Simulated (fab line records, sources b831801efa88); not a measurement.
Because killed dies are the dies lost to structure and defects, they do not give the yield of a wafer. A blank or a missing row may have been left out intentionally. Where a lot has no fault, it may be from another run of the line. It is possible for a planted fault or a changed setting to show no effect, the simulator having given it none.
fab line records    flow sky130
record lots=6  wafers=18  last_day=50
route steps=708 shown POLY_CUT@311 SD_P@320 PAD_OPEN@708
lots untouched by any fault: they come from a run of this same line in which no faults occurred
start_h: the number of hours between the record's first day and the start of the first shown wafer of the lot    wait_h: hours elapsed since this lot's preceding step    " the same as in the row above    L1.1+2: a single row standing in for several wafers    - value missing, or start not given    * or withheld: withheld    < > ~ a bound
route shown NAME@n: names a module that has steps shown in the file, with the first one's number in the route    usual: average and standard deviation across the fault-free wafers    same: alike in all rows    chamber/n: place in a boat    sites: readings site by site    _std_site: their standard deviation    _edge_site: mean of outer sites minus mean of inner sites    radius_mm: for every site, how far away it sits from the centre of the wafer    mask NAME#n: copy n    behind: the most recent tool/chamber to have shaped the wafer    hold: why the lot went on hold/how many hours it stayed there/how the hold came to an end    device: the n, p or np transistor that did not switch    end of line: tests of these same wafers at the route's end    a step with no rows: only its recipe    killed: at the first sort, the dies lost to defects and structure; wafer yield is something else    map: a wafer's dies, x killed, . not, _ none there
set.NAME: the setting as run; set.NAME@STEP: as run at that earlier step    model.NAME: the simulator's own value behind a step, which no gauge read
certain route steps with their lots: each step a table, each wafer a row
services: from which hour (start_h, from the record's first day; less than 0 if before it) a tool's chamber was out of use, for how many hours, and why
## steps
# step SKY_POLY_CUT_SOFTBAKE_04
# recipe temp_c=100  time_s=90  resist=KrF-thick
# step SKY_POLY_CUT_EXPOSE_05
# recipe mask_id=NPCM  na=0.8  source_shape=annular  sigma_inner=0.55  sigma_outer=0.85  target_cd_nm=270  dose_mj=32
# step SKY_POLY_CUT_PEB_06
# recipe peb_temp_c=withheld  peb_time_s=withheld  resist=KrF-thick
# step SKY_POLY_CUT_DEVELOP_07
# recipe develop_time_s=60  resist=KrF-thick  dev_temp_c=21
# step SKY_POLY_CUT_CD_MEAS_08
# recipe target_cd_nm=270
# usual cd_nm=270.1/1.4
lot.wafer  tool       chamber  start_h  wait_h  cd_nm
L461.1     cd_sem-01  -        580.93   -       269.7
L461.2     "          -        "        "       271.3
L461.3     "          -        "        "       269.1
L463.4     cd_sem-02  -        595.08   -       269.9
L463.5     "          -        "        "       270.8
L463.6     "          -        "        "       271.4
L472.1     cd_sem-02  -        675.18   -       269.9
L472.4     "          -        "        "       269.5
L472.6     "          -        "        "       270.1
L473.1     cd_sem-01  -        681.93   -       269.7
L473.2     "          -        "        "       270.7
L473.3     "          -        "        "       271.5
L475.3     cd_sem-02  -        692.07   -       270.8
L475.4     "          -        "        "       270.8
L475.6     "          -        "        "       269.7
L480.1     cd_sem-02  -        740.62   -       271.7
L480.3     "          -        "        "       272.2
L480.5     "          -        "        "       271.9
# step SKY_POLY_CUT_OVL_MEAS_09
# usual POLY_CUT_OVL=0/5.5
lot.wafer  tool        chamber  start_h  wait_h  POLY_CUT_OVL[nm]
L461.1     overlay-02  -        581.05   0.1     3
L461.2     "           -        "        "       4
L461.3     "           -        "        "       1
L463.4     overlay-01  -        595.16   0.1     2
L463.5     "           -        "        "       -5
L463.6     "           -        "        "       6
L472.1     overlay-01  -        675.30   0.1     4
L472.4     "           -        "        "       3
L472.6     "           -        "        "       2
L473.1     overlay-02  -        682.05   0.1     -4
L473.2     "           -        "        "       3
L473.3     "           -        "        "       -2
L475.3     overlay-02  -        692.16   0.1     1
L475.4     "           -        "        "       2
L475.6     "           -        "        "       -3
L480.1     overlay-02  -        740.74   0.1     -11
L480.3     "           -        "        "       0
L480.5     "           -        "        "       -4
# step SKY_POLY_CUT_ETCH_10
# recipe chemistry=N2/H2  target=BARC  ion_energy_ev=200  source_w=500  bias_w=103.7  pressure_mtorr=30  n2_flow_sccm=100  h2_flow_sccm=200  stop_on=SiO2  time_s=45.9  target_depth_a=600
# usual drypump_motor_current_A=5.8/0.49  h2_flow_sccm=200.0/0.6  oes_product_au=0.855/0.0047  throttle_valve_pct=13.225/0.0091
lot.wafer  tool         chamber  start_h  wait_h  drypump_motor_current_A  h2_flow_sccm  oes_product_au  rf_hours_counter_h  throttle_valve_pct
L461.1     rie_diel-02  3        581.08   0.0     5.9                      199.8         0.857           24                  13.208
L461.2     "            1        "        "       6.7                      200.0         0.854           4                   13.223
L461.3     "            0        "        "       5.5                      200.2         0.859           56                  13.218
L463.4     rie_diel-04  3        595.18   0.0     6.3                      198.8         0.855           17                  13.238
L463.5     "            0        "        "       5.1                      199.6         0.848           -                   13.226
L463.6     "            3        "        "       6.3                      199.3         0.851           -                   13.215
L472.1     rie_diel-02  2        675.33   0.0     6.3                      200.8         0.854           4                   13.218
L472.4     "            1        "        "       6.7                      200.3         0.856           -                   13.214
L472.6     "            2        "        "       6.4                      199.6         0.855           -                   13.208
L473.1     rie_diel-01  2        682.08   0.0     5.0                      199.9         0.853           13                  13.235
L473.2     "            1        "        "       5.6                      200.3         0.862           3                   13.223
L473.3     "            3        "        "       5.4                      200.6         0.856           9                   13.219
L475.3     rie_diel-02  1        692.18   0.0     6.7                      199.5         0.854           5                   13.222
L475.4     "            0        "        "       5.6                      200.8         0.854           0                   13.221
L475.6     "            1        "        "       6.7                      200.6         0.859           -                   13.213
L480.1     rie_diel-01  1        740.78   0.0     5.6                      200.5         0.857           5                   13.236
L480.3     "            3        "        "       5.4                      199.8         0.853           10                  13.226
L480.5     "            3        "        "       5.5                      199.9         0.845           -                   13.233
# step SKY_POLY_CUT_ETCH_11
# recipe target=Si3N4  chemistry=CF4/CH2F2/Ar  stop_on=poly-Si  source_w=600  bias_w=150  pressure_mtorr=40  cf4_flow_sccm=40  ch2f2_flow_sccm=20  Ar_flow_sccm=150  time_s=42.5  target_depth_a=600
# usual drypump_motor_current_A=5.8/0.49  oes_product_au=0.830/0.0066  throttle_valve_pct=14.994/0.009
lot.wafer  tool         chamber  start_h  wait_h  drypump_motor_current_A  oes_product_au  rf_hours_counter_h  throttle_valve_pct
L461.1     rie_diel-02  3        581.13   0.0     5.9                      0.824           24                  15.001
L461.2     "            1        "        "       6.7                      0.824           4                   14.984
L461.3     "            0        "        "       5.6                      0.825           56                  15.007
L463.4     rie_diel-04  3        595.22   0.0     6.3                      0.828           17                  14.994
L463.5     "            0        "        "       5.1                      0.826           -                   14.995
L463.6     "            3        "        "       6.3                      0.842           -                   14.990
L472.1     rie_diel-02  2        675.38   0.0     6.3                      0.832           5                   14.972
L472.4     "            1        "        "       6.7                      0.823           -                   14.992
L472.6     "            2        "        "       6.3                      0.825           -                   15.005
L473.1     rie_diel-01  2        682.13   0.0     5.0                      0.833           13                  14.980
L473.2     "            1        "        "       5.6                      0.824           3                   14.991
L473.3     "            3        "        "       5.3                      0.827           9                   14.994
L475.3     rie_diel-02  1        692.23   0.0     6.7                      0.832           5                   14.992
L475.4     "            0        "        "       5.5                      0.837           0                   15.012
L475.6     "            1        "        "       6.7                      0.837           -                   15.015
L480.1     rie_diel-01  1        740.82   0.0     5.6                      0.831           5                   15.008
L480.3     "            3        "        "       5.4                      0.829           10                  14.995
L480.5     "            3        "        "       5.4                      0.820           -                   15.006
# step SKY_POLY_CUT_STRIP_12
# recipe chemistry=O2/N2  power_w=1400  pressure_mtorr=1500  platen_temp_c=withheld  o2_flow_sccm=3000  n2_flow_sccm=300  overash_fraction=0.5
# usual drypump_motor_current_A=5.9/0.56  oes_product_au=0.452/0.0049  strip_time_to_endpoint_s=5.357/0.018
lot.wafer  tool             chamber  start_h  wait_h  drypump_motor_current_A  oes_product_au  rf_hours_counter_h  strip_time_to_endpoint_s
L461.1     plasma_asher-03  1        581.17   0.0     5.0                      0.461           75                  5.336
L461.2     "                0        "        "       6.1                      0.443           75                  5.338
L461.3     "                1        "        "       5.1                      0.448           -                   5.323
L463.4     plasma_asher-03  1        595.29   0.1     5.1                      0.452           -                   5.385
L463.5     "                1        "        "       5.1                      0.445           -                   5.355
L463.6     "                0        "        "       6.1                      0.447           -                   5.355
L472.1     plasma_asher-01  1        675.42   0.0     5.4                      0.449           58                  5.345
L472.4     "                1        "        "       5.4                      0.445           -                   5.358
L472.6     "                0        "        "       6.6                      0.442           -                   5.359
L473.1     plasma_asher-01  1        682.17   0.0     5.5                      0.462           59                  5.386
L473.2     "                0        "        "       6.6                      0.450           59                  5.402
L473.3     "                1        "        "       5.5                      0.459           -                   5.392
L475.3     plasma_asher-01  0        692.30   0.1     6.6                      0.456           -                   5.350
L475.4     "                1        "        "       5.5                      0.451           -                   5.329
L475.6     "                1        "        "       5.5                      0.448           -                   5.346
L480.1     plasma_asher-01  1        740.86   0.0     5.5                      0.462           65                  5.378
L480.3     "                1        "        "       5.5                      0.448           -                   5.372
L480.5     "                1        "        "       5.4                      0.457           -                   5.366
# step SKY_SD_P_DEHYDRATE_00
# recipe temp_c=200  time_s=60
# step SKY_SD_P_HMDS_01
# recipe prime_time_s=60  prime_temp_c=120
# step SKY_SD_P_COAT_02
# recipe resist=NOVOLAK  spin_rpm=3000  resist_thk_nm=1140
# step SKY_SD_P_SOFTBAKE_03
# recipe temp_c=90  time_s=60  resist=NOVOLAK
# usual run_length_s=89.24/0.28
lot.wafer  tool            chamber  start_h  wait_h  run_length_s
L461.1     litho_track-01  0        595.80   0.1     89.49
L461.2     "               0        "        "       89.56
L461.3     "               0        "        "       89.80
L463.4     litho_track-01  0        609.17   0.1     89.45
L463.5     "               0        "        "       89.60
L463.6     "               0        "        "       89.45
L472.1     litho_track-01  0        689.20   0.1     97.22
L472.4     "               0        "        "       97.09
L472.6     "               0        "        "       97.31
L473.1     litho_track-01  0        696.25   0.1     97.33
L473.2     "               0        "        "       97.19
L473.3     "               0        "        "       97.19
L475.3     litho_track-02  0        706.62   0.1     89.21
L475.4     "               0        "        "       89.03
L475.6     "               0        "        "       89.00
L480.1     litho_track-02  0        754.22   0.1     88.88
L480.3     "               0        "        "       89.15
L480.5     "               0        "        "       88.88
# step SKY_SD_P_EXPOSE_04
# recipe mask_id=PSDM  na=0.6  source_shape=conventional  sigma_outer=0.6  polarization=unpolarized  target_cd_nm=380  dose_mj=138
# step SKY_PAD_OPEN_PROBE_99
# usual killed_at_M0_to_M3=44/6.9  killed_at_M4_up=3.3/2  killed_at_contacts=25/5.4  killed_at_front_end=16/4.6  killed_at_other=0.2/0.51  killed_dies=88/8.9  killed_open=48/6.8  killed_short=39/5.8
# same gross_dies=492  killed_at_back_side=0
lot.wafer  tool       chamber  start_h  wait_h  killed_at_M0_to_M3  killed_at_M4_up  killed_at_contacts  killed_at_front_end  killed_at_other  killed_dies  killed_open  killed_short
L461.1     prober-02  -        1091.94  0.1     39                  1                30                  15                   0                85           52           32
L461.2     prober-02  -        1091.99  0.1     44                  0                21                  13                   0                78           45           33
L461.3     prober-02  -        1092.04  0.2     50                  1                28                  22                   0                101          52           49
L472.1     prober-01  -        1153.63  0.1     47                  2                20                  16                   2                87           51           36
L472.4     prober-01  -        1153.78  0.2     44                  1                16                  16                   0                77           47           30
L472.6     prober-01  -        1153.88  0.2     45                  3                22                  14                   0                84           46           38
L473.1     prober-02  -        1159.38  0.1     62                  6                18                  16                   0                102          58           44
L473.2     prober-02  -        1159.43  0.1     49                  2                21                  15                   0                87           50           36
L473.3     prober-02  -        1159.48  0.2     54                  6                15                  15                   1                91           43           46
L475.3     prober-02  -        1169.50  0.2     40                  6                29                  15                   0                90           47           43
L475.4     prober-02  -        1169.55  0.2     41                  3                21                  9                    0                74           38           36
L475.6     prober-02  -        1169.65  0.2     40                  2                17                  17                   0                76           38           38
# killed by level:class
L461.1 CONTACT:geometric_particle:open=11 LI_CONTACT:geometric_particle:open=9 VIA3:geometric_particle:open=7 VIA2:geometric_particle:open=7 METAL3:geometric_particle:short=6 POLY_GATE:geometric_particle:open=5 FIELD_ISO:geometric_particle:open=4 CONTACT:geometric_particle:short=4
L461.2 VIA1:geometric_particle:open=11 LI_CONTACT:geometric_particle:open=9 VIA2:geometric_particle:open=9 CONTACT:geometric_particle:open=5 METAL2:geometric_particle:short=5 FIELD_ISO:geometric_particle:short=4 VIA1:geometric_particle:short=4 METAL1:geometric_particle:short=4
L461.3 VIA1:geometric_particle:open=10 LI_CONTACT:geometric_particle:open=9 FIELD_ISO:geometric_particle:open=7 METAL2:geometric_particle:short=7 CONTACT:geometric_particle:open=6 VIA3:geometric_particle:open=6 METAL1:geometric_particle:short=5 VIA2:geometric_particle:open=5
L472.1 VIA1:geometric_particle:open=15 CONTACT:geometric_particle:open=7 METAL2:geometric_particle:short=7 POLY_GATE:geometric_particle:open=6 LI_CONTACT:geometric_particle:open=5 VIA3:geometric_particle:open=5 VIA2:geometric_particle:open=4 FIELD_ISO:geometric_particle:open=3
L472.4 VIA1:geometric_particle:open=15 CONTACT:geometric_particle:open=8 POLY_GATE:geometric_particle:open=6 VIA2:geometric_particle:open=6 POLY_GATE:geometric_particle:short=5 LI_CONTACT:geometric_particle:open=4 VIA1:geometric_particle:short=4 METAL3:geometric_particle:short=3
L472.6 VIA1:geometric_particle:open=11 CONTACT:geometric_particle:open=8 VIA2:geometric_particle:open=7 VIA1:geometric_particle:short=6 METAL2:geometric_particle:short=6 POLY_GATE:geometric_particle:open=5 LOCAL_INTERCONNECT:geometric_particle:short=5 METAL1:geometric_particle:short=5
L473.1 VIA1:geometric_particle:open=18 VIA3:geometric_particle:open=12 VIA2:geometric_particle:open=8 METAL1:geometric_particle:short=8 VIA3:geometric_particle:short=6 METAL4:geometric_particle:short=5 FIELD_ISO:geometric_particle:open=4 LI_CONTACT:geometric_particle:open=4
L473.2 VIA1:geometric_particle:open=18 VIA3:geometric_particle:open=8 POLY_GATE:geometric_particle:short=7 CONTACT:geometric_particle:open=7 VIA2:geometric_particle:open=6 CONTACT:geometric_particle:short=4 METAL1:geometric_particle:short=4 VIA1:geometric_particle:short=4
L473.3 VIA2:geometric_particle:open=9 VIA3:geometric_particle:open=8 VIA1:geometric_particle:short=7 METAL2:geometric_particle:short=7 VIA1:geometric_particle:open=6 LI_CONTACT:geometric_particle:open=6 METAL4:geometric_particle:short=5 METAL1:geometric_particle:short=5
L475.3 CONTACT:geometric_particle:open=10 CONTACT:geometric_particle:short=7 VIA1:geometric_particle:open=7 VIA2:geometric_particle:open=7 LI_CONTACT:geometric_particle:open=6 VIA1:geometric_particle:short=6 METAL4:geometric_particle:short=6 FIELD_ISO:geometric_particle:open=5
L475.4 VIA2:geometric_particle:open=9 VIA3:geometric_particle:open=8 CONTACT:geometric_particle:open=7 VIA1:geometric_particle:open=5 CONTACT:geometric_particle:short=5 VIA3:geometric_particle:short=5 LI_CONTACT:geometric_particle:open=4 METAL2:geometric_particle:short=4
L475.6 METAL1:geometric_particle:short=7 VIA1:geometric_particle:open=7 FIELD_ISO:geometric_particle:open=6 CONTACT:geometric_particle:open=6 VIA2:geometric_particle:open=6 LOCAL_INTERCONNECT:geometric_particle:short=4 VIA1:geometric_particle:short=4 VIA2:geometric_particle:short=4
## services
tool             chamber  start_h  hours  kind
plasma_asher-03  -        586.73   3.1    repair
rie_diel-02      -        620.15   0.3    repair
rie_diel-02      2        624.10   4.5    repair
plasma_asher-03  -        629.14   1.8    repair
plasma_asher-03  -        654.65   7.1    repair
rie_diel-02      0        668.96   -      clean
rie_diel-02      0        668.96   17.5   scheduled_down
rie_diel-02      0        668.96   17.5   vent_cycle
rie_diel-01      3        686.73   1.7    repair
rie_diel-01      3        694.75   5.0    repair
rie_diel-04      2        699.43   -      clean
rie_diel-04      2        699.43   22.0   scheduled_down
rie_diel-04      2        699.43   22.0   vent_cycle
plasma_asher-01  -        705.27   3.0    repair
rie_diel-01      1        708.59   7.1    repair
plasma_asher-03  -        710.59   2.8    pm
rie_diel-02      2        720.69   4.6    repair
## key
first_sign step=SKY_SD_P_SOFTBAKE_03  reading=run_length_s  direction=up  sigmas=29  usual=*  struck=*
effect none on later readings
met_at SKY_SD_P_SOFTBAKE_03
struck_wafers L472.1,L472.4,L472.6,L473.1,L473.2,L473.3
tester_left_out L472,L473
onset_between 609.17 689.20
fault kind=process_parameter_drift  tool=litho_track-01  chamber=-  onset_h=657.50  steps=SKY_SD_P_SOFTBAKE_03  channel=time_s  offset=*  shape=step  end_h=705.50  acts_in=*  stated=*
# tester_left_out: of these lots the tester's yield and bins aren't shown, on N5 and GAA mostly nor the transistor test; their killed dies are dies lost to structure and defects alone, not to doping, threshold or leakage, so they don't give the yield
